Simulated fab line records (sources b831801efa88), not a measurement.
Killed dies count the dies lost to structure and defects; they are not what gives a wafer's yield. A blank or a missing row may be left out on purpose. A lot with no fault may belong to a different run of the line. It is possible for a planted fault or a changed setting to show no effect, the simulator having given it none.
Which tool was responsible?	flow sky130	Sampling: 12 lots, 36 wafers, 5 of 708 route steps

## WHAT EACH GAUGE READ, for each wafer
SKY_NWELL_TW_MEAS_26. Usual: NWELL_2_TW typically reads 493.3, with standard deviation 2.9.
lot	measured	on	NWELL_2_TW	flag
L321	day 5 18:41	film-metro-02	493.9 494.1 493.0	
L322	day 6 00:14	film-metro-01	489.9 491.5 489.8	
L323	day 6 07:38	film-metro-03	494.6 497.2 495.6	
L325	day 6 17:53	film-metro-03	493.3 491.6 493.0	
L326	day 7 03:14	film-metro-01	488.7 489.8 492.6	
L327	day 7 07:51	film-metro-02	496.9 495.9 495.7	
L329	day 8 02:53	film-metro-02	494.0 492.5 495.4	
L332	day 8 15:44	film-metro-01	577.9 580.8 578.5 580.6 579.5 582.2	OFF
L333	day 8 17:09	film-metro-01	576.9 576.8 577.4 577.3 574.8 577.8	OFF
L334	day 9 10:01	film-metro-03	585.6 586.6 586.2 587.5 586.2 588.8	OFF
L341	day 10 20:11	film-metro-02	492.7 493.9 492.3	
L342	day 11 06:20	film-metro-02	497.1 493.9 498.0	

SKY_VT_ADJUST_NCORE_TW_MEAS_11. Usual: VT_ADJUST_NCORE_TW typically reads 218.5, with standard deviation 1.5.
lot	measured	on	VT_ADJUST_NCORE_TW	flag
L321	day 9 01:08	film-metro-04	220.0 220.7 220.1	
L322	day 9 07:42	film-metro-02	219.1 218.5 218.7	
L323	day 9 16:24	film-metro-01	217.0 215.0 216.0	
L325	day 10 04:38	film-metro-01	217.3 219.4 218.6	
L326	day 10 15:34	film-metro-02	216.9 217.3 218.0	
L327	day 10 21:46	film-metro-02	217.1 215.8 216.9	
L329	day 11 20:53	film-metro-01	217.2 218.2 218.0	
L332	day 12 11:42	film-metro-02	218.6 217.3 219.0	
L333	day 12 13:40	film-metro-04	220.1 220.0 219.6	
L334	day 13 08:00	film-metro-04	220.3 218.1 220.0	
L341	day 15 02:04	film-metro-02	218.5 217.6 217.9	
L342	day 15 11:51	film-metro-02	216.7 218.5 216.9	

SKY_SONOS_TUNNEL_TW_MEAS_12. Usual: SONOS_TUNNEL_TW typically reads 197.3, with standard deviation 0.82.
lot	measured	on	SONOS_TUNNEL_TW	flag
L321	day 11 22:39	film-metro-03	195.9 196.9 195.9	
L322	day 12 04:19	film-metro-03	197.4 198.3 197.9	
L323	day 12 14:32	film-metro-02	196.2 196.4 195.4	
L325	day 13 04:28	film-metro-02	197.5 196.1 196.6	
L326	day 13 17:11	film-metro-03	197.0 196.8 196.8	
L327	day 13 23:33	film-metro-03	196.5 197.1 197.2	
L329	day 15 02:01	film-metro-03	196.6 198.4 197.9	
L332	day 15 17:13	film-metro-04	197.2 197.8 197.0	
L333	day 15 20:53	film-metro-03	197.0 197.9 196.7	
L334	day 16 17:25	film-metro-04	197.5 196.8 197.1	
L341	day 18 17:31	film-metro-04	197.4 198.2 198.5	
L342	day 19 02:42	film-metro-04	198.6 198.4 198.1	

## EACH LOT AND THE TOOL THAT RAN IT (in order: tool; ch and the chambers of the sampled wafers; start)
lot	SKY_DNWELL_STRIP_08	SKY_NWELL_IMPLANT_24
L321	plasma-asher-04 ch 0,1, day 3 15:13	implanter-02 ch 0, day 5 18:26
L322	plasma-asher-01 ch 0,1, day 3 18:59	implanter-04 ch 0, day 5 23:59
L323	plasma-asher-01 ch 1, day 4 02:20	implanter-04 ch 0, day 6 07:23
L325	plasma-asher-02 ch 0,1, day 4 11:56	implanter-04 ch 0, day 6 17:38
L326	plasma-asher-02 ch 0,1, day 4 19:59	implanter-02 ch 0, day 7 03:00
L327	plasma-asher-04 ch 0,1, day 4 23:05	implanter-01 ch 0, day 7 07:38
L329	plasma-asher-01 ch 0,1, day 5 15:46	implanter-04 ch 0, day 8 02:38
L332	plasma-asher-04 ch 0,1, day 6 04:35	implanter-04 ch 0, day 8 15:29
L333	plasma-asher-04 ch 0,1, day 6 05:44	implanter-04 ch 0, day 8 16:56
L334	plasma-asher-04 ch 0, day 6 19:47	implanter-04 ch 0, day 9 09:46
L341	plasma-asher-04 ch 0,1, day 8 03:17	implanter-01 ch 0, day 10 19:57
L342	plasma-asher-01 ch 0,1, day 8 11:59	implanter-01 ch 0, day 11 06:05
- SKY_DNWELL_STRIP_08: strips in O2/N2.
- SKY_NWELL_IMPLANT_24

## AS READ BY THE TOOLS THEMSELVES (means over the sampled wafers that have a number; for cases with no such wafer, the mark the record gives instead)
SKY_DNWELL_STRIP_08. Usual: drypump-motor-current-A 5.42 A, standard deviation 0.29; n2-flow-sccm 299.9 sccm, standard deviation 0.82; oes-product-au 0.722 a.u., standard deviation 0.0044; strip-time-to-endpoint-s 36.91 s, standard deviation 0.11.
lot	tool	drypump-motor-current-A (A)	n2-flow-sccm (sccm)	oes-product-au (a.u.)	strip-time-to-endpoint-s (s)	flag
L321	plasma-asher-04	5.54	300.0	0.723	36.69	
L322	plasma-asher-01	5.55	300.9	0.722	36.92	
L323	plasma-asher-01	5.34	299.3	0.725	36.90	
L325	plasma-asher-02	5.06	300.5	0.722	36.87	
L326	plasma-asher-02	5.04	300.0	0.723	36.82	
L327	plasma-asher-04	5.54	300.5	0.725	36.94	
L329	plasma-asher-01	5.72	300.3	0.720	36.88	
L332	plasma-asher-04	5.52	300.2	0.723	36.78	
L333	plasma-asher-04	5.52	300.2	0.727	36.84	
L334	plasma-asher-04	5.55	300.1	0.723	36.96	
L341	plasma-asher-04	5.53	299.3	0.723	37.02	
L342	plasma-asher-01	5.53	300.1	0.715	36.92	

SKY_NWELL_IMPLANT_24. Usual: dose-ions-cm2 9.201e+12, standard deviation 1e+10; faraday-current-uA 51.9, standard deviation 1.1.
lot	tool	dose-ions-cm2	faraday-current-uA	flag
L321	implanter-02	9.187e+12	50.7	
L322	implanter-04	9.197e+12	52.7	
L323	implanter-04	9.184e+12	51.4	
L325	implanter-04	9.201e+12	52.5	
L326	implanter-02	9.182e+12	50.8	
L327	implanter-01	9.191e+12	52.0	
L329	implanter-04	9.197e+12	51.5	
L332	implanter-04	1.578e+13	88.7	OFF
L333	implanter-04	1.574e+13	87.1	OFF
L334	implanter-04	1.575e+13	90.6	OFF
L341	implanter-01	9.196e+12	51.2	
L342	implanter-01	9.198e+12	52.2	

## THE ANSWER, worked out from the rows above alone
Rule: a lot counts as off when the mean over its wafers that have a number is more than 3 standard deviations away from the usual mean. Also off: a lot with no number at a reading for which 4 or more lots have one. Where the step has rows for the other lots, those lots are counted as sound. The gauges are gone through in route order, then the tools' own readings, and for those a lot's mean is taken as printed above. The first step at which some lot is off is used, and at that step the reading that is off furthest; a lot without a number counts as furthest.
Off: L332, L333, L334, seen at SKY_NWELL_TW_MEAS_26 (NWELL_2_TW).
If a tool, at a process step before that reading, ran all the lots that are off and no sound lot after the first of them, it fits. The gauges at SKY_NWELL_TW_MEAS_26 aren't tried: what is off there is off at SKY_NWELL_IMPLANT_24 too, on other tools, and a gauge's error can't cause that. One candidate fits, namely implanter-04 at SKY_NWELL_IMPLANT_24. Its last sound lot is L329 (day 8 02:38), its first lot that is off L332 (day 8 15:29): a fault that began between those two fits.
The tool's own readings at SKY_NWELL_IMPLANT_24 bear it out: on the lots that are off they differ by more than 5 times the standard deviation of the sound lots' means. dose-ions-cm2 reads 1.576e+13 there against 9.193e+12 on the sound lots; faraday-current-uA reads 88.8 there against 51.7 on the sound lots.

## WHAT THE SIMULATOR HAD PUT IN
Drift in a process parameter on implanter-04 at SKY_NWELL_IMPLANT_24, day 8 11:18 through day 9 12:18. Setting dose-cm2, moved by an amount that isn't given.
Struck lots among those shown: L332, L333, L334. This agrees with what the rule above found.
